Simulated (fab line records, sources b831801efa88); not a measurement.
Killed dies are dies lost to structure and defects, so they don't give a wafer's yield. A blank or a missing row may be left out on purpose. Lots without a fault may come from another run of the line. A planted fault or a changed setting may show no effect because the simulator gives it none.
Which tool did it? | flow gf180mcu | 14 lots, 42 wafers sampled, at 5 steps of a route of 602

WHAT THE GAUGES READ, wafer by wafer
GF_POLY_GATE_THK_MEAS_17.
lot  | measured     | on            | POLY_GATE_OXIDATION_THK (nm)
L115 | day 9 03:46  | film_metro-03 | 4.07 3.95 3.91
L116 | day 9 11:09  | film_metro-01 | 3.87 3.95 4.07
L117 | day 9 20:46  | film_metro-03 | 3.93 3.96 4.00
L118 | day 10 02:42 | film_metro-03 | 3.98 4.06 3.96
L120 | day 10 14:27 | film_metro-01 | 4.06 4.09 4.01
L121 | day 10 18:40 | film_metro-01 | 3.99 4.04 4.01
L122 | day 11 02:08 | film_metro-01 | 3.91 3.88 3.95
L125 | day 11 22:26 | film_metro-04 | 4.10 4.12 4.19
L127 | day 12 21:55 | film_metro-01 | 3.93 3.88 3.80
L130 | day 14 05:10 | film_metro-01 | 3.99 3.96 3.89
L132 | day 15 08:49 | film_metro-01 | 3.91 3.86 3.83
L133 | day 15 08:49 | film_metro-04 | 3.79 3.86 3.97
L135 | day 16 05:04 | film_metro-01 | 3.98 3.97 3.96
L137 | day 16 13:02 | film_metro-01 | 3.99 3.88 3.84

GF_HV_LDD_OVL_MEAS_20.
lot  | measured     | on         | HV_LDD_01_OVL (nm)
L115 | day 10 16:13 | overlay-02 | 2.5 3.6 2.7
L116 | day 10 22:47 | overlay-01 | -1.4 0.3 -0.1
L117 | day 11 08:30 | overlay-01 | 1.6 1.5 2.1
L118 | day 11 16:01 | overlay-01 | 2.0 1.2 2.0
L120 | day 12 03:53 | overlay-01 | 0.9 1.4 2.1
L121 | day 12 08:31 | overlay-02 | -2.7 0.3 -0.7
L122 | day 12 15:56 | overlay-01 | 0.6 -1.5 -0.9
L125 | day 13 13:46 | overlay-02 | 1.4 1.9 2.9
L127 | day 14 14:25 | overlay-01 | -0.9 0.2 0.3
L130 | day 15 21:36 | overlay-01 | -0.9 1.7 2.1
L132 | day 17 03:59 | overlay-01 | 0.6 2.4 1.7
L133 | day 17 04:04 | overlay-02 | 1.8 1.5 3.2
L135 | day 18 02:42 | overlay-01 | 0.3 3.6 2.6
L137 | day 18 11:48 | overlay-01 | -3.0 0.7 0.5

GF_HV_LDD_TW_MEAS_50.
lot  | measured     | on            | HV_LDD_4_TW
L115 | day 12 06:36 | film_metro-02 | 572 570 568
L116 | day 12 13:20 | film_metro-04 | 560 559 560
L117 | day 13 00:11 | film_metro-02 | 572 575 572
L118 | day 13 08:22 | film_metro-03 | 578 575 575
L120 | day 13 19:51 | film_metro-04 | 559 563 563
L121 | day 14 01:12 | film_metro-02 | 566 572 572
L122 | day 14 08:20 | film_metro-03 | 577 571 575
L125 | day 15 08:39 | film_metro-04 | 561 561 560
L127 | day 16 09:56 | film_metro-04 | 559 556 556
L130 | day 17 20:29 | film_metro-02 | 570 569 572
L132 | day 19 02:49 | film_metro-04 | 562 564 562
L133 | day 19 02:50 | film_metro-03 | 569 573 569
L135 | day 20 03:01 | film_metro-03 | 570 572 571
L137 | day 20 12:23 | film_metro-04 | 556 559 560

GF_NSD_CD_MEAS_07: target cd 400 nm.
lot  | measured     | on        | cd_nm (nm)
L115 | day 13 06:14 | cd_sem-01 | 399.6 400.7 402.7
L116 | day 13 13:11 | cd_sem-01 | 399.7 402.4 398.8
L117 | day 13 23:28 | cd_sem-02 | 399.2 401.2 402.3
L118 | day 14 06:46 | cd_sem-02 | 399.8 402.2 401.7
L120 | day 14 19:37 | cd_sem-02 | 399.6 399.4 400.4
L121 | day 15 00:32 | cd_sem-02 | 398.8 398.5 397.2
L122 | day 15 08:40 | cd_sem-02 | 400.8 400.5 397.9
L125 | day 16 08:44 | cd_sem-02 | 404.0 400.5 399.3
L127 | day 17 11:17 | cd_sem-02 | 401.5 402.3 405.4
L130 | day 18 22:27 | cd_sem-01 | 412.3 410.5 412.5
L132 | day 20 05:44 | cd_sem-01 | 413.2 414.4 411.0
L133 | day 20 05:59 | cd_sem-02 | 399.1 398.7 400.3
L135 | day 21 05:54 | cd_sem-02 | 398.4 399.9 398.7
L137 | day 21 14:58 | cd_sem-02 | 399.9 401.8 401.4

WHICH TOOL RAN EACH LOT (tool, then ch and the chambers of the sampled wafers, then the start)
lot  | GF_NSD_DEVELOP_06
L115 | litho_track-04 ch 0, day 13 06:05
L116 | litho_track-02 ch 0, day 13 13:02
L117 | litho_track-04 ch 0, day 13 23:19
L118 | litho_track-04 ch 0, day 14 06:37
L120 | litho_track-01 ch 0, day 14 19:28
L121 | litho_track-04 ch 0, day 15 00:23
L122 | litho_track-04 ch 0, day 15 08:31
L125 | litho_track-01 ch 0, day 16 08:37
L127 | litho_track-02 ch 0, day 17 11:08
L130 | litho_track-02 ch 0, day 18 22:18
L132 | litho_track-02 ch 0, day 20 05:35
L133 | litho_track-04 ch 0, day 20 05:50
L135 | litho_track-01 ch 0, day 21 05:46
L137 | litho_track-04 ch 0, day 21 14:49
- GF_NSD_DEVELOP_06: develop time 60 s.

WHAT THE TOOLS THEMSELVES READ (means of the sampled wafers that have a number; where no wafer has one, the mark that the record gives instead)
The record holds no such reading with a usual standard deviation.

THE ANSWER, worked out from the rows above alone
Rule: what is usual is taken from the lots themselves. Put in order of their means at a reading, lots are off if they are a third of the lots or fewer, leave a main group of 4 or more, and stand apart from it by a gap of 3 or more times the standard deviation of the main group's means; of several such gaps the widest counts. A main group whose means are all the same, to the digits that the tables above print for the reading, isn't used. A lot without any number at a reading at which 4 lots or more have one is off too. The other lots that the step has rows for count as sound. The gauges are gone through in route order, then the tools' own readings, and for those a lot's mean is taken as printed above. The first step at which some lot is off is used, and at that step the reading that is off furthest; a lot without a number counts as furthest.
Off: L130, L132, at GF_NSD_CD_MEAS_07 (cd_nm). The main group: mean 400.4 nm, standard deviation 1.2.
A tool fits if, at a process step before that reading, it ran every lot that is off, and no sound lot after the first of them. The gauges at GF_NSD_CD_MEAS_07 are tried like those tools. Can't be told from this: 2 tools fit, litho_track-02 at GF_NSD_DEVELOP_06, cd_sem-01 at GF_NSD_CD_MEAS_07.

WHAT THE SIMULATOR HAD PUT IN
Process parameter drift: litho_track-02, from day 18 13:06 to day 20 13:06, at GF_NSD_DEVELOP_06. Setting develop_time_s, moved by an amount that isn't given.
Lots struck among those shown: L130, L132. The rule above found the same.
